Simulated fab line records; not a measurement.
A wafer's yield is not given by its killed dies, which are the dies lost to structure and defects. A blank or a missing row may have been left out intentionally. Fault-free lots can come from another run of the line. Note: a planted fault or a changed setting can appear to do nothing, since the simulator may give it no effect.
fab line records :: flow sky130
[record]
  lots = 4
  wafers = 12
  last_day = 48
route steps=708 shown LI_CONTACT@371 LOCAL_INTERCONNECT@387 CONTACT@406 PAD_OPEN@708
lots that met no fault: taken from a fault-free run of the same line
start_h: start of the lot's first displayed wafer, in hours after the record's first day :: wait_h: hours since the lot's step before :: " the same as in the row above :: L1.1+2: a single row standing in for several wafers :: - either no value or no given start :: * or withheld: withheld :: < > ~ a bound
route shown NAME@n: a module of which the file shows steps, and the number in the route of the first :: usual: mean/standard deviation taken from wafers without a fault :: same: alike in all rows :: chamber/n: place in a boat :: sites: readings site by site :: _std_site: standard deviation of those values :: _edge_site: the outer-site mean with the inner-site mean subtracted :: radius_mm: for every site, how far away it sits from the centre of the wafer :: mask NAME#n: copy n :: behind: the last tool/chamber to shape the wafer :: hold: reason for holding the lot/hours on hold/outcome of the hold :: device: names the non-switching transistor (n, p or np) :: end of line: the same wafers' tests at the end of the route :: a step without rows: its recipe alone :: killed: dies that structure and defects cost at the first sort, which is not the same as the wafer's yield :: map: shows each die of a wafer: x if killed, . if not, _ if none is there
set.NAME: setting as actually run; set.NAME@STEP: the setting as run at that earlier step :: model.NAME: the simulator's own value behind a step, which no gauge read
lots at some steps of the route; a table a step, a row a wafer
services: when a tool's chamber went out of use (start_h, in hours from the record's first day, below 0 if earlier), for how many hours, and the reason
[[steps]]
[step SKY_LI_CONTACT_EXPOSE_09]
[recipe]
  mask_id = LICM1
  na = 0.8
  source_shape = annular
  sigma_inner = 0.55
  sigma_outer = 0.85
  target_cd_nm = 170
  dose_mj = 38
[step SKY_LI_CONTACT_PEB_10]
[recipe]
  peb_temp_c = withheld
  peb_time_s = withheld
  resist = KrF-thick
[step SKY_LI_CONTACT_DEVELOP_11]
[recipe]
  develop_time_s = 60
  resist = KrF-thick
  dev_temp_c = 21
[step SKY_LI_CONTACT_ETCH_14]
[recipe]
  chemistry = N2/H2
  target = BARC
  ion_energy_ev = 200
  source_w = 500
  bias_w = 100
  pressure_mtorr = 30
  n2_flow_sccm = 100
  h2_flow_sccm = 200
  stop_on = SiO2
  time_s = 45.9
  target_depth_a = 600
[step SKY_LI_CONTACT_ETCH_15]
[recipe]
  target = PSG
  chemistry = C4F8/O2/Ar
  stop_on = Si
  taper_deg = 4.15
  mask_material = KrF-thick
  source_w = 1500
  bias_w = 1200
  pressure_mtorr = 40
  c4f8_flow_sccm = withheld
  O2_flow_sccm = 6
  Ar_flow_sccm = 300
  time_s = withheld
  target_depth_a = 6000
[step SKY_LI_CONTACT_STRIP_16]
[recipe]
  chemistry = O2/N2
  power_w = 1400
  pressure_mtorr = 1500
  platen_temp_c = withheld
  o2_flow_sccm = 3000
  n2_flow_sccm = 300
  overash_fraction = 0.5
[step SKY_LI_CONTACT_CLEAN_17]
[recipe]
  chemistry = NMP
  time_s = 600
  temp_c = 60
  dry = n2_spin
[step SKY_LI_CONTACT_PRE_CLEAN_18]
[recipe]
  gas = Ar
  time_s = 5.6
  bias_v = 358
[step SKY_LI_CONTACT_SPUTTER_19]
[recipe]
  material = Ti
  target_thk_nm = 20
  chamber_pressure_pa = 5
  power_w = 2500
  substrate_temp_c = 200
  time_s = 106.37
[step SKY_LI_CONTACT_SPUTTER_20]
[recipe]
  material = TiN
  target_thk_nm = 20
  chamber_pressure_pa = 5
  power_w = 4000
  time_s = 80
[step SKY_LI_CONTACT_CVD_21]
[recipe]
  material = W
  target_thk_nm = 400
  time_s = 120.56
  temp_c = 400
  pressure_torr = 40
[usual]
  heater_power_w = 860/59
[same]
  time_s = 120.56
lot.wafer: L228.3
tool: cvd_w-02
chamber: 0
start_h: 704.34
wait_h: 0.1
heater_power_w: 779

lot.wafer: L228.4
tool: cvd_w-02
chamber: 1
start_h: 704.34
wait_h: 0.1
heater_power_w: 947

lot.wafer: L228.6
tool: cvd_w-02
chamber: 0
start_h: 704.34
wait_h: 0.1
heater_power_w: 800

lot.wafer: L229.2
tool: cvd_w-01
chamber: 0
start_h: 719.37
wait_h: 0.0
heater_power_w: 788

lot.wafer: L229.3
tool: cvd_w-01
chamber: 1
start_h: 719.37
wait_h: 0.0
heater_power_w: 891

lot.wafer: L229.5
tool: cvd_w-01
chamber: 0
start_h: 719.37
wait_h: 0.0
heater_power_w: 837

lot.wafer: L237.3
tool: cvd_w-02
chamber: 1
start_h: 785.53
wait_h: 0.1
heater_power_w: 942

lot.wafer: L237.4
tool: cvd_w-02
chamber: 0
start_h: 785.53
wait_h: 0.1
heater_power_w: 806

lot.wafer: L237.6
tool: cvd_w-02
chamber: 1
start_h: 785.53
wait_h: 0.1
heater_power_w: 920

lot.wafer: L238.2
tool: cvd_w-02
chamber: 0
start_h: 792.62
wait_h: 0.0
heater_power_w: 824

lot.wafer: L238.3
tool: cvd_w-02
chamber: 1
start_h: 792.62
wait_h: 0.0
heater_power_w: 922

lot.wafer: L238.5
tool: cvd_w-02
chamber: 0
start_h: 792.62
wait_h: 0.0
heater_power_w: 805
[step SKY_LI_CONTACT_CMP_24]
[recipe]
  stop_on = PSG
  t_overpolish_s = 20
  down_force_psi = 3.5
  platen_rpm = 60
  target_thk_nm = 0
  pad_velocity_m_s = 0.94248
[step SKY_LOCAL_INTERCONNECT_SPUTTER_00]
[recipe]
  material = TiN
  target_thk_nm = 100
  temp_c = 300
  power_w = 6500
  time_s = 83.3
  chamber_pressure_pa = 0.4
[step SKY_LOCAL_INTERCONNECT_DEHYDRATE_03]
[recipe]
  temp_c = 200
  time_s = 60
[step SKY_LOCAL_INTERCONNECT_HMDS_04]
[recipe]
  prime_time_s = 60
  prime_temp_c = 120
[step SKY_LOCAL_INTERCONNECT_COAT_05]
[recipe]
  resist = BARC
  temp_c = withheld
  time_s = withheld
  spin_rpm = 3000
  resist_thk_nm = 60
[step SKY_LOCAL_INTERCONNECT_COAT_06]
[recipe]
  resist = KrF-thick
  spin_rpm = 3000
  resist_thk_nm = 450
[step SKY_LOCAL_INTERCONNECT_SOFTBAKE_07]
[recipe]
  temp_c = 100
  time_s = 90
  resist = KrF-thick
[step SKY_LOCAL_INTERCONNECT_EXPOSE_08]
[recipe]
  mask_id = LI1M
  na = 0.8
  source_shape = annular
  sigma_inner = 0.55
  sigma_outer = 0.85
  target_cd_nm = 170
  dose_mj = 28
[step SKY_LOCAL_INTERCONNECT_PEB_09]
[recipe]
  peb_temp_c = withheld
  peb_time_s = withheld
  resist = KrF-thick
[step SKY_LOCAL_INTERCONNECT_DEVELOP_10]
[recipe]
  develop_time_s = 60
  resist = KrF-thick
  dev_temp_c = 21
[step SKY_LOCAL_INTERCONNECT_ETCH_13]
[recipe]
  chemistry = N2/H2
  target = BARC
  ion_energy_ev = 200
  bias_w = 100
  pressure_mtorr = 30
  n2_flow_sccm = 100
  h2_flow_sccm = 200
  icp_w = 500
  stop_on = SiO2
  time_s = 45.9
  target_depth_a = 600
[step SKY_LOCAL_INTERCONNECT_METAL_ETCH_14]
[recipe]
  target_depth_nm = 110
  stop_on = PSG
  chemistry = Cl2/BCl3
  target = TiN
  resist_sidewall_deg = 88
  pressure_mtorr = 10
  icp_w = 900
  bias_w = 48.5
  Cl2_flow_sccm = 60
  bcl3_flow_sccm = 30
  time_s = 31.4
[step SKY_LOCAL_INTERCONNECT_STRIP_15]
[recipe]
  chemistry = O2/N2
  power_w = 1400
  pressure_mtorr = 1500
  platen_temp_c = withheld
  o2_flow_sccm = 3000
  n2_flow_sccm = 300
  overash_fraction = 0.5
[step SKY_LOCAL_INTERCONNECT_STRIP_16]
[recipe]
  chemistry = post_etch_residue_remover
  time_s = 1200
  temp_c = 72.5
[step SKY_LOCAL_INTERCONNECT_CLEAN_17]
[recipe]
  chemistry = IPA
  time_s = 180
  temp_c = 25
[step SKY_LOCAL_INTERCONNECT_CLEAN_18]
[recipe]
  chemistry = O3/DIW
  dry = n2_spin
[step SKY_CONTACT_CVD_00]
[recipe]
  material = Si3N4
  target_thk_nm = 75
  temp_c = 400
  time_s = withheld
  rf_w = 450
[step SKY_CONTACT_HDPCVD_02]
[recipe]
  material = SiO2
  target_thk_nm = 565
  sigma_open_frac = 0.3
  time_s = 94.2
  temp_c = 600
  sih4_flow_sccm = 60
  pressure_mtorr = 6
[step SKY_CONTACT_CMP_04]
[recipe]
  material = SiO2
  down_force_psi = 4
  platen_rpm = 60
  pad_velocity_m_s = 0.94248
[step SKY_CONTACT_DEHYDRATE_06]
[recipe]
  temp_c = 200
  time_s = 60
[step SKY_PAD_OPEN_PROBE_99]
[usual]
  killed_at_M0_to_M3 = 44/7.3
  killed_at_M4_up = 3.5/1.8
  killed_at_contacts = 24/5.8
  killed_at_front_end = 16/4.3
  killed_at_other = 0.5/0.68
  killed_dies = 88/9.4
  killed_open = 48/6.8
  killed_short = 40/6.1
[same]
  gross_dies = 492
  killed_at_back_side = 0
lot.wafer: L228.3
tool: prober-02
chamber: -
start_h: 1096.93
wait_h: 0.2
killed_at_M0_to_M3: 38
killed_at_M4_up: 3
killed_at_contacts: 36
killed_at_front_end: 11
killed_at_other: 0
killed_dies: 88
killed_open: 50
killed_short: 38

lot.wafer: L228.4
tool: prober-02
chamber: -
start_h: 1096.98
wait_h: 0.2
killed_at_M0_to_M3: 44
killed_at_M4_up: 3
killed_at_contacts: 27
killed_at_front_end: 15
killed_at_other: 0
killed_dies: 89
killed_open: 54
killed_short: 34

lot.wafer: L228.6
tool: prober-02
chamber: -
start_h: 1097.08
wait_h: 0.2
killed_at_M0_to_M3: 41
killed_at_M4_up: 6
killed_at_contacts: 27
killed_at_front_end: 18
killed_at_other: 1
killed_dies: 93
killed_open: 48
killed_short: 45

lot.wafer: L229.2
tool: prober-01
chamber: -
start_h: 1105.67
wait_h: 0.1
killed_at_M0_to_M3: 30
killed_at_M4_up: 6
killed_at_contacts: 28
killed_at_front_end: 16
killed_at_other: 2
killed_dies: 82
killed_open: 39
killed_short: 42

lot.wafer: L229.3
tool: prober-01
chamber: -
start_h: 1105.72
wait_h: 0.2
killed_at_M0_to_M3: 56
killed_at_M4_up: 3
killed_at_contacts: 23
killed_at_front_end: 14
killed_at_other: 0
killed_dies: 96
killed_open: 56
killed_short: 36

lot.wafer: L229.5
tool: prober-01
chamber: -
start_h: 1105.82
wait_h: 0.2
killed_at_M0_to_M3: 41
killed_at_M4_up: 8
killed_at_contacts: 20
killed_at_front_end: 18
killed_at_other: 0
killed_dies: 87
killed_open: 49
killed_short: 38

lot.wafer: L237.3
tool: prober-02
chamber: -
start_h: 1153.84
wait_h: 0.2
killed_at_M0_to_M3: 37
killed_at_M4_up: 3
killed_at_contacts: 59
killed_at_front_end: 24
killed_at_other: 0
killed_dies: 123
killed_open: 57
killed_short: 36

lot.wafer: L237.6
tool: prober-02
chamber: -
start_h: 1153.99
wait_h: 0.2
killed_at_M0_to_M3: 40
killed_at_M4_up: 2
killed_at_contacts: 54
killed_at_front_end: 18
killed_at_other: 1
killed_dies: 115
killed_open: 46
killed_short: 38

lot.wafer: L238.3
tool: prober-02
chamber: -
start_h: 1162.54
wait_h: 0.2
killed_at_M0_to_M3: 33
killed_at_M4_up: 2
killed_at_contacts: 50
killed_at_front_end: 21
killed_at_other: 0
killed_dies: 106
killed_open: 48
killed_short: 28
// killed by level:class
L228.3 CONTACT:geometric_particle:open=18 METAL1:geometric_particle:short=7 VIA1:geometric_particle:open=7 LI_CONTACT:geometric_particle:short=6 VIA2:geometric_particle:open=5 CONTACT:geometric_particle:short=5 VIA3:geometric_particle:open=5 POLY_GATE:geometric_particle:open=4
L228.4 VIA2:geometric_particle:open=9 VIA1:geometric_particle:open=9 CONTACT:geometric_particle:open=8 LI_CONTACT:geometric_particle:open=8 VIA3:geometric_particle:open=7 METAL1:geometric_particle:short=6 FIELD_ISO:geometric_particle:open=5 LI_CONTACT:geometric_particle:short=5
L228.6 VIA1:geometric_particle:open=10 LI_CONTACT:geometric_particle:open=8 CONTACT:geometric_particle:open=7 METAL1:geometric_particle:short=6 SPACER:geometric_particle:short=6 LOCAL_INTERCONNECT:geometric_particle:short=6 VIA3:geometric_particle:open=5 FIELD_ISO:geometric_particle:open=4
L229.2 CONTACT:geometric_particle:open=11 LI_CONTACT:geometric_particle:open=8 METAL1:geometric_particle:short=7 VIA3:geometric_particle:open=7 FIELD_ISO:geometric_particle:short=6 METAL4:geometric_particle:short=6 POLY_GATE:geometric_particle:short=4 VIA1:geometric_particle:open=4
L229.3 VIA2:geometric_particle:open=12 LI_CONTACT:geometric_particle:open=8 CONTACT:geometric_particle:open=8 VIA1:geometric_particle:open=8 METAL2:geometric_particle:short=7 POLY_GATE:geometric_particle:open=5 METAL1:geometric_particle:open=5 METAL1:geometric_particle:short=5
L229.5 CONTACT:geometric_particle:open=10 VIA1:geometric_particle:open=7 VIA2:geometric_particle:open=7 METAL4:geometric_particle:short=6 VIA3:geometric_particle:open=6 POLY_GATE:geometric_particle:open=5 METAL3:geometric_particle:short=5 POLY_GATE:geometric_particle:short=4
L237.3 LI_CONTACT:unspecified=30 CONTACT:geometric_particle:open=12 LI_CONTACT:geometric_particle:open=11 METAL1:geometric_particle:short=7 POLY_GATE:geometric_particle:short=7 VIA1:geometric_particle:open=7 METAL2:geometric_particle:short=6 FIELD_ISO:geometric_particle:open=5
L237.6 LI_CONTACT:unspecified=30 LI_CONTACT:geometric_particle:open=8 METAL1:geometric_particle:short=7 VIA1:geometric_particle:open=7 VIA2:geometric_particle:open=6 CONTACT:geometric_particle:short=5 CONTACT:geometric_particle:open=5 VIA3:geometric_particle:open=5
L238.3 LI_CONTACT:unspecified=30 VIA1:geometric_particle:open=10 POLY_GATE:geometric_particle:open=8 LI_CONTACT:geometric_particle:open=8 FIELD_ISO:geometric_particle:short=7 VIA3:geometric_particle:open=7 CONTACT:geometric_particle:open=5 CONTACT:geometric_particle:short=4
// map L237.3 (x killed, . not)
__________xxxxxxxxx._________
________.xxxxxxxxx...._______
______.x..xxxxxx..x....._____
_____..xx.xxxxx.x.....x.x____
____...x.x.x...x.....x.x..___
___x..xx...x...x..x........__
__x...x...........x.x..x..x._
_.xx....x.xx...........x...xx
_.x.....x...x.xx.xxx......x..
_...x.x...xx....x.....x.x....
_............x....x..x.......
_...x.x..x.........x....x...x
_......x..............x..x...
_.....xxx...x...xx......x....
_................x.x...x.....
__....x........x..........x._
___.......x....x..x...x....__
____.x.....x...x.......x.x___
_____.......x......xx....____
______.................x_____
________.x..x.x....x.._______
__________x.x......x_________
// map L238.3 (x killed, . not)
__________xxxxxxxx.._________
________.xxxxxxxxx.x.._______
______....xxxxxxxxxxx..._____
_____x.....xxxx.......x..____
____.....x.x..x....x.....x___
___...........xx...........__
__..x.x.....x......x...x...._
_......x..............x..x..x
_.x............x..xx.........
_...x.....xx.....xx......x...
_x......x..xx...x.x....x.....
_..x...x.....x.x........x....
_....x....x....xx.......x....
_.....................x..x...
_...x....xx..x........x....x.
__........x....x.......x...._
___x.x.....x....x.xxx..xx..__
____..............x.x.....___
_____..........xx....x...____
______...............x.._____
________.........x...._______
__________...x......_________
[[services]]
tool: cvd_w-02
chamber: -
start_h: 684.22
hours: 0.8
kind: repair

tool: cvd_w-02
chamber: -
start_h: 692.62
hours: 6.0
kind: pm
[[key]]
[first_sign]
  step = SKY_PAD_OPEN_PROBE_99
  reading = killed_at_contacts
  direction = up
  sigmas = 5.2
  usual = 24
  struck = 54
[effect]
  step = SKY_PAD_OPEN_PROBE_99
  reading = killed_dies
  direction = up
  sigmas = 2.8
  usual = 88
  struck = 115
met_at SKY_LI_CONTACT_CVD_21
struck_wafers L237.3,L237.6,L238.3
tester_left_out L237,L238
onset_between 704.34 785.53
[fault]
  kind = chamber_particle_source
  tool = cvd_w-02
  chamber = 1
  onset_h = 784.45
  steps = SKY_LI_CONTACT_CVD_21
  rate_per_visit_cm2 = 1.1555
  end_h = 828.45
// tester_left_out: of these lots the tester's yield and bins aren't shown, on N5 and GAA mostly nor the transistor test; their killed dies are dies lost to structure and defects alone, not to doping, threshold or leakage, so they don't give the yield
